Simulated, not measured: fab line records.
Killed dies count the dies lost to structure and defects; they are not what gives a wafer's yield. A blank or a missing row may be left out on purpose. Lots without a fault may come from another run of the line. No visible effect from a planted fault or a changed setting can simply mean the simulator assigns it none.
Matching of chambers -- flow sky130 -- rieDiel-02 running SKY_CONTACT_ETCH_18: 4 sister chambers
The step etches Si3N4 in CHF3/O2, stops on TiN, time 39 s, target depth 75 nm. 8 wafers are shown with their chamber, then 7 later ones without.

EACH WAFER AND ITS CHAMBER
wafer,chamber,drypumpMotorCurrentA (A),oesProductAu (a.u.)
L187.4,1,5.6,0.856
L191.4,0,6.3,0.864
L192.3,1,5.6,0.858
L193.1,2,5.2,0.851
L193.3,3,5.7,0.857
L193.6,2,5.3,0.851
L198.1,3,5.7,0.855
L198.2,0,6.3,0.866

WAFERS WHOSE CHAMBER IS MISSING
wafer,drypumpMotorCurrentA (A),oesProductAu (a.u.)
L198.4,5.3,0.854
L200.2,6.3,0.864
L200.3,5.5,0.855
L200.5,6.3,0.862
L199.1,5.6,0.858
L199.2,5.2,0.848
L199.6,6.3,0.862

WHICH CHAMBER EACH ONE RAN IN
wafer,from the rows above,in truth
L198.4,2,2
L200.2,0,0
L200.3,1,1
L200.5,0,0
L199.1,1,1
L199.2,2,2
L199.6,0,0
Correct placement for 7 of the 7. Can't be placed from these rows: 0. Placed wrongly: 0.
How it was worked out, from the rows above alone: a wafer's distance from a chamber is the root of the sum, over the readings, of the square of ((its reading less the chamber's mean) divided by the reading's scatter). The wafer belongs to the nearest chamber; if the next one is less than 2 further off, it can't be placed. Each chamber's mean is taken over the wafers shown for it. The scatter is the square root of a quotient: the sum, over the shown wafers, of each reading's squared deviation from its chamber's mean, divided by wafers minus chambers.
